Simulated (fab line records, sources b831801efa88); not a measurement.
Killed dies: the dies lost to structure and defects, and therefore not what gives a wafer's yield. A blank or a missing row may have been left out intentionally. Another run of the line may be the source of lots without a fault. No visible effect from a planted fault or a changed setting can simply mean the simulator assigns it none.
fab line records	flow sky130
record: lots: 5	wafers: 15	last-day: 50
route steps=708 shown VIA1@475 METAL2@483 PAD_OPEN@708
lots that met no fault: from a run of the same line without faults
start-h: the number of hours between the record's first day and the start of the first shown wafer of the lot	wait-h: hours elapsed since this lot's preceding step	" repeats the value in the row above	L1.1+2: a single row standing in for several wafers	- no value, or no start was given	* or withheld: withheld	< > ~ a bound
route shown NAME@n: NAME is a module with steps in the file, n the number in the route of the first one	usual: the fault-free wafers' mean and standard deviation	same: alike in all rows	chamber/n: place in a boat	sites: per-site readings	_std_site: their standard deviation	_edge_site: inner sites' mean taken away from outer sites' mean	radius-mm: how far each site lies from the wafer's centre	mask NAME#n: copy n	behind: the tool/chamber that last shaped the wafer	hold: cause of the lot's hold/its duration in hours/its outcome	device: which transistor (n, p or np) failed to switch	end of line: the same wafers' tests at the end of the route	a step with no rows: only its recipe	killed: the dies lost at the first sort to structure and to defects; this is not the yield of the wafer	map: a wafer's dies, marking killed ones x, the rest . and places with no die _
set.NAME: the run value of the setting; set.NAME@STEP: its run value at that earlier step	model.NAME: the simulator's own value behind a step, which no gauge read
lots at selected steps of the route; one table per step, one row per wafer
services: when a tool's chamber went out of use (start-h, in hours from the record's first day, below 0 if earlier), for how many hours, and the reason
== steps ==
step: SKY_VIA1_STRIP_17
recipe: chemistry: post-etch-residue-remover	time-s: 1200	temp-c: 72.5
step: SKY_VIA1_CLEAN_18
recipe: chemistry: IPA	time-s: 180	temp-c: 25
step: SKY_VIA1_CLEAN_19
recipe: chemistry: O3/DIW	dry: n2-spin
step: SKY_VIA1_SPUTTER_20
recipe: material: TiN	target-thk-nm: 20	chamber-pressure-pa: 5	power-w: 4000	time-s: 80
step: SKY_VIA1_CVD_21
recipe: material: W	target-thk-nm: 270	time-s: 80.902	temp-c: 400	pressure-torr: 40
step: SKY_VIA1_RS_MEAS_22
recipe: thk-meas-gauge: four-point-probe	reads: W_of_VIA1_CVD_21+TiN_of_VIA1_SPUTTER_20
usual: VIA1_W_RS: 0.429/0.0058
lot.wafer	tool	chamber	start-h	wait-h	VIA1_W_RS[ohm/sq]
L888.1	film-metro-01	-	800.80	0.1	0.435
L888.5	"	-	"	"	0.437
L888.6	"	-	"	"	0.430
L895.2	film-metro-02	-	850.45	0.1	0.427
L895.5	"	-	"	"	0.426
L895.6	"	-	"	"	0.429
L902.1	film-metro-01	-	902.83	0.1	0.442
L902.4	"	-	"	"	0.433
L902.5	"	-	"	"	0.430
L906.2	film-metro-01	-	936.77	0.1	0.431
L906.3	"	-	"	"	0.430
L906.5	"	-	"	"	0.438
L910.1	film-metro-01	-	955.52	0.1	0.424
L910.2	"	-	"	"	0.428
L910.6	"	-	"	"	0.425
step: SKY_VIA1_THK_MEAS_23
recipe: thk-meas-gauge: xrf	reads: W_of_VIA1_CVD_21
usual: VIA1_W_THK: 279/3.8
lot.wafer	tool	chamber	start-h	wait-h	VIA1_W_THK[nm]
L888.1	film-metro-01	-	800.92	0.1	278
L888.5	"	-	"	"	274
L888.6	"	-	"	"	280
L895.2	film-metro-02	-	850.56	0.1	280
L895.5	"	-	"	"	283
L895.6	"	-	"	"	279
L902.1	film-metro-01	-	902.95	0.1	270
L902.4	"	-	"	"	274
L902.5	"	-	"	"	275
L906.2	film-metro-01	-	936.88	0.1	277
L906.3	"	-	"	"	280
L906.5	"	-	"	"	272
L910.1	film-metro-01	-	955.64	0.1	280
L910.2	"	-	"	"	279
L910.6	"	-	"	"	280
step: SKY_VIA1_CMP_24
recipe: stop-on: SiO2	t-overpolish-s: 15	down-force-psi: 3.5	platen-rpm: 60	target-thk-nm: 0	pad-velocity-m-s: 0.94248
usual: motor-current-A: 11.0/0.66	overpolish-run-s: 15.000/0.0094	slurry-flow-ml-min: 149.9/0.44	time-to-endpoint-s: 65/4.4
lot.wafer	tool	chamber	start-h	wait-h	motor-current-A	overpolish-run-s	slurry-flow-ml-min	time-to-endpoint-s
L888.1	cmp-01	2	801.03	0.1	10.2	14.994	149.9	66
L888.6	"	1	"	"	11.6	14.993	150.4	63
L888.5	"	2	"	"	11.0	14.994	149.7	69
L895.2	cmp-02	0	850.76	0.2	11.4	15.013	150.0	67
L895.6	"	1	"	"	10.8	15.005	150.9	61
L895.5	"	2	"	"	10.8	14.991	149.6	63
L902.4	cmp-01	1	903.11	0.1	11.7	14.988	150.1	58
L902.1	"	2	"	"	11.0	14.991	149.9	65
L902.5	"	3	"	"	10.5	15.007	150.0	70
L906.3	cmp-01	3	937.27	0.4	10.7	14.984	150.9	70
L906.2	"	0	"	"	12.4	14.996	149.9	65
L906.5	"	1	"	"	11.7	14.986	150.7	57
L910.2	cmp-01	3	956.72	1.1	10.7	15.018	150.5	70
L910.1	"	0	"	"	11.8	15.000	150.6	69
L910.6	"	0	"	"	11.2	15.001	150.9	67
step: SKY_METAL2_SPUTTER_00
recipe: material: Ti	target-thk-nm: 15	power-w: 3000	time-s: 10	chamber-pressure-pa: 0.4
usual: throttle-valve-pct: 29.8/1.1
lot.wafer	tool	chamber	start-h	wait-h	throttle-valve-pct
L888.1	pvd-sputter-02	-	801.28	0.2	31.2
L888.5	"	-	"	"	30.3
L888.6	"	-	"	"	31.1
L895.2	pvd-sputter-02	-	850.91	0.1	28.9
L895.5	"	-	"	"	29.3
L895.6	"	-	"	"	30.2
L902.1	pvd-sputter-01	-	903.31	0.1	31.4
L902.4	"	-	"	"	27.6
L902.5	"	-	"	"	31.4
L906.2	pvd-sputter-02	-	937.47	0.1	29.7
L906.3	"	-	"	"	29.0
L906.5	"	-	"	"	30.9
L910.1	pvd-sputter-02	-	957.02	0.2	28.9
L910.2	"	-	"	"	31.2
L910.6	"	-	"	"	29.1
step: SKY_METAL2_SPUTTER_01
recipe: material: TiN	target-thk-nm: 20	power-w: 6500	time-s: 16.7	chamber-pressure-pa: 0.4
step: SKY_METAL2_SPUTTER_02
recipe: material: AlCu	target-thk-nm: 250	power-w: 10600	time-s: 13.3	chamber-pressure-pa: 0.4
usual: throttle-valve-pct: 29.9/1.1
lot.wafer	tool	chamber	start-h	wait-h	throttle-valve-pct
L888.1	pvd-sputter-02	-	801.33	0.0	31.4
L888.5	"	-	"	"	30.3
L888.6	"	-	"	"	31.2
L895.2	pvd-sputter-02	-	850.96	0.0	28.7
L895.5	"	-	"	"	29.6
L895.6	"	-	"	"	30.1
L902.1	pvd-sputter-01	-	903.36	0.0	31.6
L902.4	"	-	"	"	27.5
L902.5	"	-	"	"	31.6
L906.2	pvd-sputter-02	-	937.52	0.0	29.8
L906.3	"	-	"	"	29.0
L906.5	"	-	"	"	31.2
L910.1	pvd-sputter-02	-	957.07	0.0	29.1
L910.2	"	-	"	"	31.1
L910.6	"	-	"	"	28.7
step: SKY_METAL2_SPUTTER_03
recipe: material: Ti	target-thk-nm: 5	power-w: 3000	time-s: 3.3	chamber-pressure-pa: 0.4
step: SKY_METAL2_SPUTTER_04
recipe: material: TiN	target-thk-nm: 70	power-w: 6500	time-s: 58.3	chamber-pressure-pa: 0.4
usual: throttle-valve-pct: 29.9/1.1
lot.wafer	tool	chamber	start-h	wait-h	throttle-valve-pct	model.TiN_of_METAL2_SPUTTER_04.thk-nm
L888.1	pvd-sputter-02	-	801.37	0.0	31.2	69.04
L888.5	"	-	"	"	30.4	69.39
L888.6	"	-	"	"	31.2	69.18
L895.2	pvd-sputter-02	-	851.00	0.0	28.8	64.61
L895.5	"	-	"	"	29.7	61.99
L895.6	"	-	"	"	30.5	62.59
L902.1	pvd-sputter-01	-	903.40	0.0	31.5	69.73
L902.4	"	-	"	"	27.6	71.14
L902.5	"	-	"	"	31.3	69.83
L906.2	pvd-sputter-02	-	937.56	0.0	29.5	69.2
L906.3	"	-	"	"	29.0	70.51
L906.5	"	-	"	"	31.2	68.3
L910.1	pvd-sputter-02	-	957.11	0.0	28.9	70.7
L910.2	"	-	"	"	31.1	68.95
L910.6	"	-	"	"	28.8	70.88
step: SKY_METAL2_RS_MEAS_05
recipe: thk-meas-gauge: four-point-probe	reads: TiN_of_METAL2_SPUTTER_04+Ti_of_METAL2_SPUTTER_03+AlCu_of_METAL2_SPUTTER_02+TiN_of_METAL2_SPUTTER_01+Ti_of_METAL2_SPUTTER_00
usual: METAL2_ALCU_RS: 0.1272/0.0017
lot.wafer	tool	chamber	start-h	wait-h	METAL2_ALCU_RS[ohm/sq]
L888.1	film-metro-04	-	801.42	0.0	0.1261
L888.5	"	-	"	"	0.1283
L888.6	"	-	"	"	0.1264
L895.2	film-metro-04	-	851.07	0.0	0.1254
L895.5	"	-	"	"	0.1266
L895.6	"	-	"	"	0.1299
L902.1	film-metro-02	-	903.45	0.0	0.1268
L902.4	"	-	"	"	0.1277
L902.5	"	-	"	"	0.1272
L906.2	film-metro-04	-	937.63	0.0	0.1268
L906.3	"	-	"	"	0.1282
L906.5	"	-	"	"	0.1286
L910.1	film-metro-04	-	957.16	0.0	0.1276
L910.2	"	-	"	"	0.1291
L910.6	"	-	"	"	0.1284
step: SKY_METAL2_THK_MEAS_06
recipe: thk-meas-gauge: xrf	reads: AlCu_of_METAL2_SPUTTER_02
usual: METAL2_ALCU_THK: 246/3.4
lot.wafer	tool	chamber	start-h	wait-h	METAL2_ALCU_THK[nm]
L888.1	film-metro-04	-	801.54	0.1	252
L888.5	"	-	"	"	246
L888.6	"	-	"	"	250
L895.2	film-metro-04	-	851.18	0.1	253
L895.5	"	-	"	"	250
L895.6	"	-	"	"	244
L902.1	film-metro-02	-	903.57	0.1	245
L902.4	"	-	"	"	243
L902.5	"	-	"	"	244
L906.2	film-metro-04	-	937.74	0.1	247
L906.3	"	-	"	"	244
L906.5	"	-	"	"	243
L910.1	film-metro-04	-	957.28	0.1	245
L910.2	"	-	"	"	243
L910.6	"	-	"	"	243
step: SKY_METAL2_DEHYDRATE_07
recipe: temp-c: 200	time-s: 60
step: SKY_METAL2_HMDS_08
recipe: prime-time-s: 60	prime-temp-c: 120
step: SKY_METAL2_COAT_09
recipe: resist: BARC	temp-c: withheld	time-s: withheld	spin-rpm: 3000	resist-thk-nm: 60
step: SKY_METAL2_COAT_10
recipe: resist: KrF-thick	spin-rpm: 3000	resist-thk-nm: 450
step: SKY_METAL2_SOFTBAKE_11
recipe: temp-c: 100	time-s: 90	resist: KrF-thick
step: SKY_METAL2_EXPOSE_12
recipe: mask-id: MM2	na: 0.8	source-shape: annular	sigma-inner: 0.55	sigma-outer: 0.85	target-cd-nm: 140	dose-mj: 28
step: SKY_METAL2_PEB_13
recipe: peb-temp-c: withheld	peb-time-s: withheld	resist: KrF-thick
step: SKY_METAL2_DEVELOP_14
recipe: develop-time-s: 60	resist: KrF-thick	dev-temp-c: 21
step: SKY_METAL2_CD_MEAS_15
recipe: target-cd-nm: 140
usual: cd-nm: 140.3/1.9
lot.wafer	tool	chamber	start-h	wait-h	cd-nm
L888.1	cd-sem-02	-	828.18	-	143.7
L888.5	"	-	"	"	141.6
L888.6	"	-	"	"	141.8
L895.2	cd-sem-01	-	877.28	-	139.7
L895.5	"	-	"	"	138.8
L895.6	"	-	"	"	139.7
L902.1	cd-sem-02	-	928.43	-	138.6
L902.4	"	-	"	"	138.5
L902.5	"	-	"	"	137.7
L906.2	cd-sem-02	-	962.05	-	140.7
L906.3	"	-	"	"	138.1
L906.5	"	-	"	"	139.8
L910.1	cd-sem-02	-	980.91	-	142.5
L910.2	"	-	"	"	141.7
L910.6	"	-	"	"	140.0
step: SKY_METAL2_OVL_MEAS_16
usual: METAL2_OVL: 0/4.8
lot.wafer	tool	chamber	start-h	wait-h	METAL2_OVL[nm]
L888.1	overlay-01	-	828.30	0.1	-10
L888.5	"	-	"	"	-11
L888.6	"	-	"	"	-9
L895.2	overlay-01	-	877.38	0.1	5
L895.5	"	-	"	"	3
L895.6	"	-	"	"	3
L902.1	overlay-01	-	928.55	0.1	1
L902.4	"	-	"	"	-1
L902.5	"	-	"	"	2
L906.2	overlay-01	-	962.16	0.1	-5
L906.3	"	-	"	"	-4
L906.5	"	-	"	"	-4
L910.1	overlay-02	-	981.03	0.1	1
L910.2	"	-	"	"	2
L910.6	"	-	"	"	0
step: SKY_METAL2_DESCUM_17
recipe: chemistry: O2	source-power-w: 150	bias-power-w: 0	pressure-mtorr: 10	temp-c: 40	time-s: 8
usual: chamber-pressure-mTorr: 9.999/0.0087	drypump-motor-current-A: 5.6/0.48	oes-product-au: 0.996/0.011
same: bias-power-w: 0
lot.wafer	tool	chamber	start-h	wait-h	chamber-pressure-mTorr	drypump-motor-current-A	oes-product-au	rf-hours-counter-h
L888.1	rie-metal-03	0	828.34	0.0	9.997	6.0	0.998	15
L888.5	"	1	"	"	10.002	5.0	0.984	-
L888.6	"	0	"	"	10.007	6.0	1.003	-
L895.2	rie-metal-02	1	877.41	0.0	9.996	6.3	0.990	12
L895.5	"	1	"	"	10.003	6.3	0.990	-
L895.6	"	0	"	"	10.012	5.2	0.977	-
L902.1	rie-metal-02	1	928.59	0.0	10.006	6.3	1.002	15
L902.4	"	1	"	"	9.995	6.3	1.006	-
L902.5	"	1	"	"	10.014	6.3	1.008	-
L906.2	rie-metal-01	1	962.19	0.0	9.990	5.2	0.997	14
L906.3	"	1	"	"	9.978	5.2	0.998	-
L906.5	"	1	"	"	10.002	5.2	1.005	-
L910.1	rie-metal-02	1	981.06	0.0	10.009	6.4	1.018	17
L910.2	"	0	"	"	10.008	5.2	0.993	10
L910.6	"	1	"	"	10.001	6.3	1.020	-
step: SKY_METAL2_ETCH_18
recipe: chemistry: N2/H2	target: BARC	ion-energy-ev: 200	bias-w: 100	pressure-mtorr: 30	n2-flow-sccm: 100	h2-flow-sccm: 200	icp-w: 500	stop-on: SiO2	time-s: 45.9	target-depth-a: 600
step: SKY_METAL2_METAL_ETCH_19
recipe: target-depth-a: 3600	stop-on: SiO2	over-etch-frac: 0.3	time-s: 78	chemistry: Cl2/BCl3	resist-sidewall-deg: 88	pressure-mtorr: 10	icp-w: 900	bias-w: 48.5	Cl2_flow_sccm: 60	bcl3-flow-sccm: 30
usual: chamber-pressure-mTorr: 10.001/0.01	drypump-motor-current-A: 5.6/0.48	oes-product-au: 0.854/0.0067	throttle-valve-pct: 22.265/0.0097
lot.wafer	tool	chamber	start-h	wait-h	chamber-pressure-mTorr	drypump-motor-current-A	oes-product-au	rf-hours-counter-h	throttle-valve-pct
L888.1	rie-metal-03	0	828.43	0.0	10.016	6.0	0.856	15	22.262
L888.5	"	1	"	"	10.003	5.0	0.848	-	22.265
L888.6	"	0	"	"	9.989	6.0	0.852	-	22.246
L895.2	rie-metal-02	1	877.51	0.0	10.010	6.3	0.845	12	22.253
L895.5	"	1	"	"	9.994	6.3	0.853	-	22.254
L895.6	"	0	"	"	10.002	5.2	0.865	-	22.259
L902.1	rie-metal-02	1	928.68	0.0	10.007	6.3	0.845	15	22.265
L902.4	"	1	"	"	10.014	6.3	0.853	-	22.268
L902.5	"	1	"	"	10.019	6.4	0.856	-	22.273
L906.2	rie-metal-01	1	962.28	0.0	10.012	5.2	0.858	14	22.264
L906.3	"	1	"	"	9.980	5.2	0.845	-	22.271
L906.5	"	1	"	"	10.007	5.2	0.856	-	22.259
L910.1	rie-metal-02	1	981.16	0.0	10.000	6.3	0.845	17	22.242
L910.2	"	0	"	"	9.984	5.2	0.841	10	22.259
L910.6	"	1	"	"	9.990	6.3	0.845	-	22.264
step: SKY_METAL2_STRIP_20
recipe: chemistry: O2/N2	power-w: 1400	pressure-mtorr: 1500	platen-temp-c: withheld	o2-flow-sccm: 3000	n2-flow-sccm: 300	overash-fraction: 0.5
step: SKY_METAL2_STRIP_21
recipe: chemistry: post-etch-residue-remover	time-s: 1200	temp-c: 72.5
lot.wafer	tool	chamber	start-h	wait-h	model.TiN_of_METAL2_SPUTTER_04.thk-nm
L888.1	wet-bench-03	1	828.62	0.1	68.62
L888.5	"	1	"	"	68.97
L888.6	"	1	"	"	68.76
L895.2	wet-bench-01	2	877.70	0.1	64.19
L895.5	"	2	"	"	61.57
L895.6	"	2	"	"	62.17
L902.1	wet-bench-01	2	928.87	0.1	69.31
L902.4	"	2	"	"	70.73
L902.5	"	2	"	"	69.41
L906.2	wet-bench-04	0	962.47	0.1	68.78
L906.3	"	0	"	"	70.09
L906.5	"	0	"	"	67.88
L910.1	wet-bench-03	1	981.35	0.1	70.27
L910.2	"	1	"	"	68.52
L910.6	"	1	"	"	70.46
step: SKY_METAL2_CLEAN_22
recipe: chemistry: IPA	time-s: 180	temp-c: 25
step: SKY_PAD_OPEN_PROBE_99
usual: defect-limited-yield: 82.2/2	killed_at_M0_to_M3: 45/7.2	killed_at_M4_up: 3.0/1.8	killed-at-contacts: 25/6.1	killed-at-front-end: 14/4.4	killed-at-other: 0.2/0.44	killed-dies: 88/10	killed-open: 48/7.4	killed-short: 40/6.3	sort_bin_3_pad_short: 0.9/0.41	sort_bin_5_function: 10.6/1.5	sort_bin_6_memory: 6.4/1.2	sort-n-pass: 404/10	sort-yield-pct: 82.2/2
same: gross-dies: 492	killed-at-back-side: 0	sort_bin_4_leakage[%]: 0	sort_bin_8_speed[%]: 0
lot.wafer	tool	chamber	start-h	wait-h	defect-limited-yield[%]	killed_at_M0_to_M3	killed_at_M4_up	killed-at-contacts	killed-at-front-end	killed-at-other	killed-dies	killed-open	killed-short	sort_bin_3_pad_short[%]	sort_bin_5_function[%]	sort_bin_6_memory[%]	sort-n-pass	sort-yield-pct[%]
L888.1	prober-02	-	1083.14	0.1	80.9	46	2	29	17	0	94	50	44	1.4	11.0	6.7	398	80.9
L888.5	prober-02	-	1083.34	0.2	82.7	43	2	25	15	0	85	47	38	0.6	10.0	6.7	407	82.7
L888.6	prober-02	-	1083.39	0.2	80.9	42	4	31	17	0	94	56	38	0.4	11.2	7.5	398	80.9
L895.2	prober-01	-	1122.69	0.1	85.8	31	4	20	15	0	70	36	34	0.8	9.6	3.9	422	85.8
L895.5	prober-01	-	1122.84	0.2	81.1	57	0	21	15	0	93	46	47	1.0	12.4	5.5	399	81.1
L895.6	prober-01	-	1122.89	0.2	79.1	51	7	20	24	1	103	58	45	1.4	13.0	6.5	389	79.1
L902.1	prober-02	-	1160.90	0.1	82.1	50	3	29	6	0	88	45	43	1.0	11.6	5.3	404	82.1
L902.4	prober-02	-	1161.05	0.2	83.1	46	1	22	14	0	83	43	40	0.8	11.6	4.5	409	83.1
L902.5	prober-02	-	1161.10	0.2	77.2	53	1	43	14	1	112	68	44	1.0	12.6	9.1	380	77.2
L906.2	prober-01	-	1183.28	0.1	82.3	30	5	35	17	0	87	45	42	1.0	10.8	5.9	405	82.3
L906.3	prober-01	-	1183.33	0.2	80.7	50	4	21	19	1	95	50	45	0.6	11.4	7.3	397	80.7
L906.5	prober-01	-	1183.43	0.2	83.5	36	8	17	20	0	81	35	46	0.6	11.6	4.3	411	83.5
L910.1	prober-01	-	1197.56	0.1	80.5	46	2	35	13	0	96	51	45	1.2	9.3	8.9	396	80.5
L910.2	prober-01	-	1197.61	0.1	82.7	42	2	22	19	0	85	48	37	0.8	9.3	7.1	407	82.7
L910.6	prober-01	-	1197.81	0.2	80.3	45	1	36	15	0	97	49	48	1.6	13.0	5.1	395	80.3
killed by level:class
L888.1 CONTACT:geometric-particle:open=11 VIA1:geometric-particle:open=11 LI_CONTACT:geometric-particle:open=10 METAL2:geometric-particle:short=10 VIA2:geometric-particle:open=6 CONTACT:geometric-particle:short=5 FIELD_ISO:geometric-particle:open=4 POLY_CUT:geometric-particle:short=4
L888.5 VIA1:geometric-particle:open=12 LI_CONTACT:geometric-particle:open=8 VIA3:geometric-particle:open=7 CONTACT:geometric-particle:short=7 POLY_GATE:geometric-particle:short=6 CONTACT:geometric-particle:open=6 VIA2:geometric-particle:open=6 METAL1:geometric-particle:short=5
L888.6 CONTACT:geometric-particle:open=16 VIA1:geometric-particle:open=10 POLY_GATE:geometric-particle:short=7 VIA3:geometric-particle:open=7 METAL2:geometric-particle:short=6 POLY_GATE:geometric-particle:open=5 LOCAL_INTERCONNECT:geometric-particle:short=4 CONTACT:geometric-particle:short=4
L895.2 VIA1:geometric-particle:open=9 FIELD_ISO:geometric-particle:short=6 CONTACT:geometric-particle:short=6 CONTACT:geometric-particle:open=6 POLY_GATE:geometric-particle:short=4 LI_CONTACT:geometric-particle:open=4 METAL2:geometric-particle:short=4 VIA2:geometric-particle:open=3
L895.5 VIA3:geometric-particle:open=12 LI_CONTACT:geometric-particle:open=9 VIA1:geometric-particle:open=9 METAL2:geometric-particle:short=8 VIA2:geometric-particle:open=7 METAL1:geometric-particle:short=7 VIA1:geometric-particle:short=6 CONTACT:geometric-particle:short=5
L895.6 VIA1:geometric-particle:open=17 VIA3:geometric-particle:open=10 METAL1:geometric-particle:short=6 POLY_GATE:geometric-particle:short=6 FIELD_ISO:geometric-particle:short=5 LI_CONTACT:geometric-particle:open=5 VIA1:geometric-particle:short=4 LOCAL_INTERCONNECT:geometric-particle:short=4
L902.1 VIA1:geometric-particle:open=15 METAL1:geometric-particle:short=13 LI_CONTACT:geometric-particle:open=10 CONTACT:geometric-particle:open=9 CONTACT:geometric-particle:short=7 VIA1:geometric-particle:short=5 VIA2:geometric-particle:short=4 VIA3:geometric-particle:short=4
L902.4 VIA1:geometric-particle:open=16 VIA1:geometric-particle:short=6 VIA3:geometric-particle:open=6 LI_CONTACT:geometric-particle:short=5 LI_CONTACT:geometric-particle:open=5 LOCAL_INTERCONNECT:geometric-particle:short=5 CONTACT:geometric-particle:short=5 POLY_GATE:geometric-particle:open=4
L902.5 CONTACT:geometric-particle:open=21 VIA3:geometric-particle:open=13 METAL1:geometric-particle:short=9 CONTACT:geometric-particle:short=9 VIA1:geometric-particle:open=8 LI_CONTACT:geometric-particle:open=6 VIA2:geometric-particle:open=5 FIELD_ISO:geometric-particle:short=4
L906.2 LI_CONTACT:geometric-particle:open=10 CONTACT:geometric-particle:open=9 FIELD_ISO:geometric-particle:open=7 LI_CONTACT:geometric-particle:short=7 VIA1:geometric-particle:open=6 VIA2:geometric-particle:open=5 FIELD_ISO:geometric-particle:short=4 LOCAL_INTERCONNECT:geometric-particle:short=4
L906.3 METAL1:geometric-particle:short=11 VIA1:geometric-particle:open=10 VIA3:geometric-particle:open=9 VIA2:geometric-particle:open=8 CONTACT:geometric-particle:open=7 LOCAL_INTERCONNECT:geometric-particle:short=5 LI_CONTACT:geometric-particle:open=4 POLY_GATE:geometric-particle:short=3
L906.5 VIA1:geometric-particle:open=8 FIELD_ISO:geometric-particle:short=7 METAL4:geometric-particle:short=7 METAL1:geometric-particle:short=6 METAL3:geometric-particle:short=6 CONTACT:geometric-particle:open=5 VIA3:geometric-particle:open=5 POLY_GATE:geometric-particle:open=4
L910.1 CONTACT:geometric-particle:open=12 METAL2:geometric-particle:short=9 VIA2:geometric-particle:open=8 CONTACT:geometric-particle:short=7 VIA1:geometric-particle:open=7 VIA3:geometric-particle:open=7 LI_CONTACT:geometric-particle:open=6 LOCAL_INTERCONNECT:geometric-particle:short=6
L910.2 VIA1:geometric-particle:open=13 VIA3:geometric-particle:open=8 LI_CONTACT:geometric-particle:open=7 POLY_GATE:geometric-particle:short=6 POLY_GATE:geometric-particle:open=6 CONTACT:geometric-particle:short=6 FIELD_ISO:geometric-particle:open=4 VIA2:geometric-particle:open=4
L910.6 CONTACT:geometric-particle:open=13 VIA1:geometric-particle:open=11 LOCAL_INTERCONNECT:geometric-particle:short=10 FIELD_ISO:geometric-particle:short=8 CONTACT:geometric-particle:short=6 VIA1:geometric-particle:short=6 VIA2:geometric-particle:open=6 VIA3:geometric-particle:short=5
== services ==
tool	chamber	start-h	hours	kind
cmp-02	-	802.76	1.7	repair
rie-metal-01	-	805.31	4.0	pm
cmp-01	-	808.03	2.9	repair
pvd-sputter-01	-	811.31	12.5	repair
cmp-02	-	828.17	1.4	repair
pvd-sputter-02	0	851.05	-	consumable-replace:kit
pvd-sputter-02	0	851.05	18.0	scheduled-down
cmp-02	-	851.60	0.7	repair
cmp-02	-	858.47	3.0	repair
cmp-01	-	864.11	2.9	repair
wet-bench-04	-	870.66	2.2	repair
pvd-sputter-01	-	878.44	4.8	repair
rie-metal-03	1	886.46	3.0	repair
cmp-02	-	892.93	1.1	repair
wet-bench-04	-	902.81	2.1	repair
cmp-01	-	904.66	3.7	repair
cmp-02	-	908.36	23.6	pm
rie-metal-01	-	918.38	0.2	repair
cmp-02	-	931.98	4.0	pm
cmp-02	-	933.40	19.3	repair
cmp-01	-	940.20	3.5	repair
cmp-02	-	943.21	4.9	repair
cmp-01	-	949.87	6.5	repair
cmp-02	-	971.95	1.8	repair
== key ==
first-sign none at tools or gauges
model-effect: step: SKY_METAL2_SPUTTER_04	value: TiN_of_METAL2_SPUTTER_04.thk-nm	without: 70.05	struck: 63.07
model-effect: step: SKY_METAL2_STRIP_21	value: TiN_of_METAL2_SPUTTER_04.thk-nm	without: 69.62	struck: 62.64
met-at SKY_METAL2_SPUTTER_04
struck-wafers L895.2,L895.5,L895.6
onset-between 801.37 851.00
also-fits SKY_VIA1_CMP_24:cmp-02
fault: kind: process-parameter-drift	tool: pvd-sputter-02	chamber: -	onset-h: 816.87	steps: SKY_METAL2_SPUTTER_04	channel: time-s	offset: *	shape: step	end-h: 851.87	acts-in: *	stated: *
